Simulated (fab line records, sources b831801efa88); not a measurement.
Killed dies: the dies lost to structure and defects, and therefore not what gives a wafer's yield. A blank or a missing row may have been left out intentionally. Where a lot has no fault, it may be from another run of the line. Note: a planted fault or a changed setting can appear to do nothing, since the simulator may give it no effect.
Comparing a struck lot with a sound one ; flow sky130 ; 15 out of 708 route steps
Sound: these wafers, L778.1, L778.3, L778.6. Wafers L772.2, L772.5, L772.6 were the ones struck. Last of all comes the cause.
At each step with rows: each side's tool, then ch and its chambers, then its first start. Under that, the readings that differ: sound wafers ; struck wafers ; difference of the means ; sigmas: that difference in standard deviations of wafers without a fault.
alike: readings whose means differ by less than 2 such deviations, and words and numbers that are the same on both sides. not compared: withheld readings, readings that some wafer has no value for, bounds like >300 that may hide the same value, and numbers for which the record gives no deviation and whose values overlap.
The two part at a step that has a row with sigmas, a row that says differs or no value, or rows on one side only. When numbers do not overlap yet have no deviation, they are printed without sigmas and do not part them. Lack of a reading on every wafer of one side parts them only where that side has two or more wafers.

SKY_SONOS_ONO_THK_MEAS_05:
  sound: film metro-03 at day 18 00:53; struck: film metro-03 at day 15 10:41
  alike: SONOS_ONO_CVD_04_THK
then, 7 steps without rows for these wafers: SKY_SONOS_ONO_DEHYDRATE_06 (time 60 s); SKY_SONOS_ONO_HMDS_07 (prime time 60 s); SKY_SONOS_ONO_COAT_08 (resist thk 1140 nm); SKY_SONOS_ONO_SOFTBAKE_09 (time 60 s); SKY_SONOS_ONO_EXPOSE_10 (exposes mask ONOM, target cd 410 nm); SKY_SONOS_ONO_PEB_11; SKY_SONOS_ONO_DEVELOP_12 (develop time 60 s).
SKY_SONOS_ONO_CD_MEAS_13: target cd 410 nm.
  sound: cd sem-02 at day 19 07:22; struck: cd sem-02 at day 16 13:13
  alike: cd nm
SKY_SONOS_ONO_OVL_MEAS_14:
  sound: overlay-02 at day 19 07:29; struck: overlay-02 at day 16 13:19
  alike: SONOS_ONO_OVL
SKY_SONOS_ONO_ETCH_15: etches the open film in CHF3/O2, target depth 19.52 nm, time 7.8 s.
  sound on rie diel-01 ch 0,2, day 19 07:31; struck on rie diel-04 ch 1,2, day 16 13:20
  alike: O2_flow_sccm, drypump motor current A, oes product au, throttle valve pct
  not compared: rf hours counter h
then, 1 step without rows for these wafers: SKY_SONOS_ONO_WET_ETCH_16 (etches SiO2 in dHF, target depth 14 nm, time 280 s).
SKY_SONOS_ONO_STRIP_17: strips in O2/N2.
  sound on plasma asher-04 ch 0,1, day 19 07:38; struck on plasma asher-03 ch 0,1, day 16 13:27
  no value came back on the struck wafers for any of 6 readings (chamber pressure mTorr (mTorr), drypump motor current A (A) and others); on the sound wafers chamber pressure mTorr (mTorr) reads 1500.7 1502.0 1501.9
reading;sound;struck;difference;sigmas
model.NOVOLAK_of_SONOS_ONO_COAT_08.thk nm (nm);0 0 0;1123 1124 1127;+1125;
  not compared: rf hours counter h
then, 1 step without rows for these wafers: SKY_SONOS_ONO_WET_ETCH_18 (etches Si3N4 in H3PO4, target depth 15 nm, time 172 s).
-- the record jumps here: 32 days lie between the struck wafers' starts before and after (it left off in module SONOS_ONO and takes up again in module PAD_OPEN, whose first step shown is number 708 of the route) --
SKY_PAD_OPEN_PROBE_99:
  sound: prober-01 at day 50 09:59; struck: prober-02 at day 48 13:40
reading;sound;struck;difference;sigmas
killed at front end;11 12 16;418 414 426;+406;+88
killed dies;82 73 92;492 492 492;+410;+45
killed on rim;19 16 16;96 96 96;+79;+23
  alike: killed_at_M0_to_M3, killed_at_M4_up, killed at contacts, killed at other, killed open, killed short

WHERE THEY PART
Earliest at SKY_SONOS_ONO_STRIP_17; latest, in this record, at SKY_PAD_OPEN_PROBE_99.

WHY: what had been put in by the simulator
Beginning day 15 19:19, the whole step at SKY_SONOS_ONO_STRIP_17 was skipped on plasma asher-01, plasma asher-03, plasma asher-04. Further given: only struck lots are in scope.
